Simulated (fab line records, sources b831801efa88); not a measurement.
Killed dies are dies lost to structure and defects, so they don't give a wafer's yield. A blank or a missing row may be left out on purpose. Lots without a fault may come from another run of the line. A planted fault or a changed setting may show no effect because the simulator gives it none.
Which tool did it? | flow sky130 | 12 lots, 36 wafers sampled, at 5 steps of a route of 708

WHAT THE GAUGES READ, wafer by wafer
SKY_LDD_N_TW_MEAS_17.
lot  | measured     | on            | LDD_N_TW
L322 | day 17 23:35 | film_metro-04 | 2595 2593 2591
L324 | day 18 13:20 | film_metro-04 | 2579 2585 2580
L326 | day 19 03:46 | film_metro-01 | 2568 2564 2545
L328 | day 19 22:34 | film_metro-01 | 2569 2566 2555
L330 | day 20 13:22 | film_metro-01 | 2548 2549 2543
L331 | day 21 04:43 | film_metro-02 | 2577 2563 2564
L332 | day 21 16:33 | film_metro-02 | 2577 2580 2581
L333 | day 21 19:09 | film_metro-04 | 2602 2605 2602
L334 | day 22 13:43 | film_metro-04 | 2595 2599 2596
L336 | day 23 02:59 | film_metro-04 | 2578 2590 2578
L344 | day 25 16:13 | film_metro-04 | 2575 2586 2590
L345 | day 25 20:29 | film_metro-01 | 2538 2535 2531

SKY_LDD_HVN_OVL_MEAS_07.
lot  | measured     | on         | LDD_HVN_OVL (nm)
L322 | day 20 10:29 | overlay-01 | 0.7 3.1 0.8
L324 | day 21 02:10 | overlay-01 | 0.5 0.7 0.3
L326 | day 21 16:56 | overlay-01 | 0.3 2.0 0.9
L328 | day 22 11:49 | overlay-01 | -0.3 0.3 0.9
L330 | day 23 02:14 | overlay-02 | -1.2 2.7 -0.6
L331 | day 23 17:32 | overlay-01 | -1.2 0.2 0.4
L332 | day 24 06:02 | overlay-02 | -0.3 -2.2 -1.5
L333 | day 24 07:50 | overlay-02 | 0.3 2.7 2.6
L334 | day 25 02:49 | overlay-02 | 0.5 -0.8 0.3
L336 | day 25 15:50 | overlay-01 | 0.7 -0.7 2.0
L344 | day 27 23:49 | overlay-02 | -0.8 0.7 -1.0
L345 | day 28 03:47 | overlay-01 | -1.3 1.2 -0.4

SKY_LDD_LDN_TW_MEAS_13.
lot  | measured     | on            | LDD_LDN_TW
L322 | day 23 00:56 | film_metro-04 | 1477 1477 1478
L324 | day 23 16:50 | film_metro-02 | 1473 1469 1467
L326 | day 24 06:58 | film_metro-01 | 1460 1463 1471
L328 | day 25 02:01 | film_metro-02 | 1476 1473 1468
L330 | day 25 15:37 | film_metro-02 | 1471 1470 1475
L331 | day 26 05:34 | film_metro-04 | 1483 1477 1484
L332 | day 26 17:43 | film_metro-04 | 1492 1489 1480
L333 | day 26 19:34 | film_metro-04 | 1483 1485 1488
L334 | day 27 12:06 | film_metro-04 | 1374 1372 1369
L336 | day 28 00:22 | film_metro-01 | 1380 1378 1391
L344 | day 30 06:37 | film_metro-01 | 1486 1481 1492
L345 | day 30 12:20 | film_metro-02 | 1464 1467 1465

WHICH TOOL RAN EACH LOT (tool, then ch and the chambers of the sampled wafers, then the start)
lot  | SKY_LDD_HVN_STRIP_09                 | SKY_LDD_LDN_IMPLANT_10
L322 | plasma_asher-03 ch 0,1, day 20 10:40 | implanter-04 ch 0, day 23 00:32
L324 | plasma_asher-04 ch 0,1, day 21 02:21 | implanter-03 ch 0, day 23 16:26
L326 | plasma_asher-01 ch 0,1, day 21 17:07 | implanter-02 ch 0, day 24 06:34
L328 | plasma_asher-04 ch 0,1, day 22 12:02 | implanter-02 ch 0, day 25 01:39
L330 | plasma_asher-01 ch 0,1, day 23 02:25 | implanter-04 ch 0, day 25 15:13
L331 | plasma_asher-03 ch 0,1, day 23 17:43 | implanter-03 ch 0, day 26 05:10
L332 | plasma_asher-04 ch 0,1, day 24 06:13 | implanter-04 ch 0, day 26 17:19
L333 | plasma_asher-03 ch 0,1, day 24 08:01 | implanter-04 ch 0, day 26 19:10
L334 | plasma_asher-04 ch 0,1, day 25 03:00 | implanter-04 ch 0, day 27 11:42
L336 | plasma_asher-04 ch 0,1, day 25 16:01 | implanter-04 ch 0, day 27 23:59
L344 | plasma_asher-04 ch 0,1, day 28 00:00 | implanter-03 ch 0, day 30 06:13
L345 | plasma_asher-01 ch 0,1, day 28 04:00 | implanter-02 ch 0, day 30 11:58
- SKY_LDD_HVN_STRIP_09: strips in O2/N2.
- SKY_LDD_LDN_IMPLANT_10

WHAT THE TOOLS THEMSELVES READ (means of the sampled wafers that have a number; where no wafer has one, the mark that the record gives instead)
SKY_LDD_HVN_STRIP_09.
lot  | tool            | drypump_motor_current_A (A) | oes_product_au (a.u.) | strip_time_to_endpoint_s (s)
L322 | plasma_asher-03 | 5.7                         | 0.405                 | 4.149
L324 | plasma_asher-04 | 6.3                         | 0.404                 | 4.123
L326 | plasma_asher-01 | 6.1                         | 0.410                 | 4.136
L328 | plasma_asher-04 | 6.0                         | 0.409                 | 4.130
L330 | plasma_asher-01 | 5.7                         | 0.407                 | 4.140
L331 | plasma_asher-03 | 5.7                         | 0.409                 | 4.136
L332 | plasma_asher-04 | 6.1                         | 0.406                 | 4.163
L333 | plasma_asher-03 | 5.7                         | 0.410                 | 4.141
L334 | plasma_asher-04 | 6.0                         | 0.405                 | 4.122
L336 | plasma_asher-04 | 6.3                         | 0.407                 | 4.151
L344 | plasma_asher-04 | 6.3                         | 0.404                 | 4.155
L345 | plasma_asher-01 | 5.7                         | 0.408                 | 4.151

SKY_LDD_LDN_IMPLANT_10.
lot  | tool         | beam_energy_keV | dose_ions_cm2 | faraday_current_uA
L322 | implanter-04 | 15.002          | 1.2507e+13    | 69.9
L324 | implanter-03 | 14.998          | 1.2481e+13    | 71.6
L326 | implanter-02 | 15.000          | 1.2496e+13    | 69.9
L328 | implanter-02 | 15.004          | 1.2490e+13    | 70.6
L330 | implanter-04 | 15.001          | 1.2504e+13    | 71.1
L331 | implanter-03 | 15.005          | 1.2492e+13    | 69.6
L332 | implanter-04 | 15.002          | 1.2509e+13    | 72.0
L333 | implanter-04 | 14.990          | 1.2514e+13    | 68.9
L334 | implanter-04 | 15.001          | 1.2537e+12    | 7.1
L336 | implanter-04 | 15.000          | 1.2610e+12    | 7.0
L344 | implanter-03 | 15.002          | 1.2501e+13    | 71.2
L345 | implanter-02 | 14.996          | 1.2501e+13    | 68.4

THE ANSWER, worked out from the rows above alone
Rule: what is usual is taken from the lots themselves. Put in order of their means at a reading, lots are off if they are a third of the lots or fewer, leave a main group of 4 or more, and stand apart from it by a gap of 3 or more times the standard deviation of the main group's means; of several such gaps the widest counts. A main group whose means are all the same, to the digits that the tables above print for the reading, isn't used. A lot without any number at a reading at which 4 lots or more have one is off too. The other lots that the step has rows for count as sound. The gauges are gone through in route order, then the tools' own readings, and for those a lot's mean is taken as printed above. The first step at which some lot is off is used, and at that step the reading that is off furthest; a lot without a number counts as furthest.
Off: L334, L336, at SKY_LDD_LDN_TW_MEAS_13 (LDD_LDN_TW). The main group: mean 1476, standard deviation 8.1.
A tool fits if, at a process step before that reading, it ran every lot that is off, and no sound lot after the first of them. The gauges at SKY_LDD_LDN_TW_MEAS_13 aren't tried: what is off there is off at SKY_LDD_LDN_IMPLANT_10 too, on other tools, and a gauge's error can't cause that. One fits: implanter-04 at SKY_LDD_LDN_IMPLANT_10. Its last sound lot is L333 (day 26 19:10), its first lot that is off L334 (day 27 11:42): a fault that began between those two fits.
The tool's own readings at SKY_LDD_LDN_IMPLANT_10 bear it out: on the lots that are off they differ by more than 5 times the standard deviation of the sound lots' means. dose_ions_cm2 reads 1.2574e+12 there against 1.2500e+13 on the sound lots; faraday_current_uA reads 7.0 there against 70.3 on the sound lots.

WHAT THE SIMULATOR HAD PUT IN
Process parameter drift: implanter-04, from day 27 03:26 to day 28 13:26, at SKY_LDD_LDN_IMPLANT_10. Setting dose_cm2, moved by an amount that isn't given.
Lots struck among those shown: L334, L336. The rule above found the same.
